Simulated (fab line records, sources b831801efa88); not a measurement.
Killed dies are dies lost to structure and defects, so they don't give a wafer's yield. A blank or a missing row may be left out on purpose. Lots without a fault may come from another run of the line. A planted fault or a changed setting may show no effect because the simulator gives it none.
Chamber matching | flow gf180mcu | GF_V2_ETCH_16 on rie_diel-04: 4 sister chambers
The step etches BARC in N2/H2. 16 wafers are shown with their chamber, then 8 later ones without.

WAFERS WITH THEIR CHAMBER
wafer  | chamber | drypump_motor_current_A (A) | throttle_valve_pct (%) | oes_product_au (a.u.)
L075.4 | 2       | 5.9                         | 13.249                 | 0.853
L075.5 | 1       | 5.9                         | 13.219                 | 0.854
L075.6 | 0       | 6.0                         | 13.222                 | 0.851
L077.1 | 0       | 6.0                         | 13.226                 | 0.860
L077.2 | 1       | 5.8                         | 13.209                 | 0.857
L077.6 | 0       | 6.0                         | 13.238                 | 0.860
L078.1 | 3       | 5.1                         | 13.234                 | 0.852
L078.3 | 1       | 5.8                         | 13.221                 | 0.858
L078.5 | 3       | 5.1                         | 13.220                 | 0.848
L080.2 | 0       | 5.9                         | 13.236                 | 0.855
L080.4 | 2       | 5.8                         | 13.217                 | 0.861
L080.5 | 1       | 5.8                         | 13.235                 | 0.858
L081.4 | 3       | 5.1                         | 13.229                 | 0.857
L081.5 | 2       | 5.8                         | 13.238                 | 0.850
L081.6 | 3       | 5.1                         | 13.240                 | 0.862
L094.1 | 1       | 5.8                         | 13.223                 | 0.846

SIGNATURES (means of the wafers above)
reading                 | chamber 0 | chamber 1 | chamber 2 | chamber 3 | scatter within a chamber
drypump_motor_current_A | 5.975     | 5.820     | 5.833     | 5.100     | 0.043
throttle_valve_pct      | 13.23050  | 13.22140  | 13.23467  | 13.23075  | 0.0103
oes_product_au          | 0.85650   | 0.85460   | 0.85467   | 0.85475   | 0.00529
Rule: a wafer's distance from a chamber is the root of the sum, over the readings, of the square of ((its reading less the chamber's mean) divided by the reading's scatter). The wafer belongs to the nearest chamber; if the next one is less than 2 further off, it can't be placed. The scatter: the root of (the sum of the squares of (reading less its chamber's mean) over the shown wafers, divided by (wafers less chambers)).

WAFERS WITHOUT THEIR CHAMBER
wafer  | drypump_motor_current_A (A) | throttle_valve_pct (%) | oes_product_au (a.u.)
L094.4 | 5.9                         | 13.220                 | 0.848
L094.5 | 5.1                         | 13.216                 | 0.851
L095.2 | 5.8                         | 13.224                 | 0.854
L095.5 | 5.1                         | 13.224                 | 0.855
L095.6 | 5.8                         | 13.217                 | 0.854
L097.1 | 5.1                         | 13.232                 | 0.849
L097.2 | 6.0                         | 13.214                 | 0.863
L097.3 | 5.8                         | 13.223                 | 0.855

WHICH CHAMBER EACH WENT THROUGH
wafer  | from the rows above          | in truth
L094.4 | can't be placed: 1 or 2 or 0 | 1
L094.5 | 3                            | 3
L095.2 | can't be placed: 1 or 2      | 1
L095.5 | 3                            | 3
L095.6 | can't be placed: 1 or 2      | 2
L097.1 | 3                            | 3
L097.2 | 0                            | 0
L097.3 | can't be placed: 1 or 2      | 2
Placed correctly: 4 of 8. Can't be placed from these rows: 4 (the true chamber is among the candidates in 4). Placed wrongly: 0.
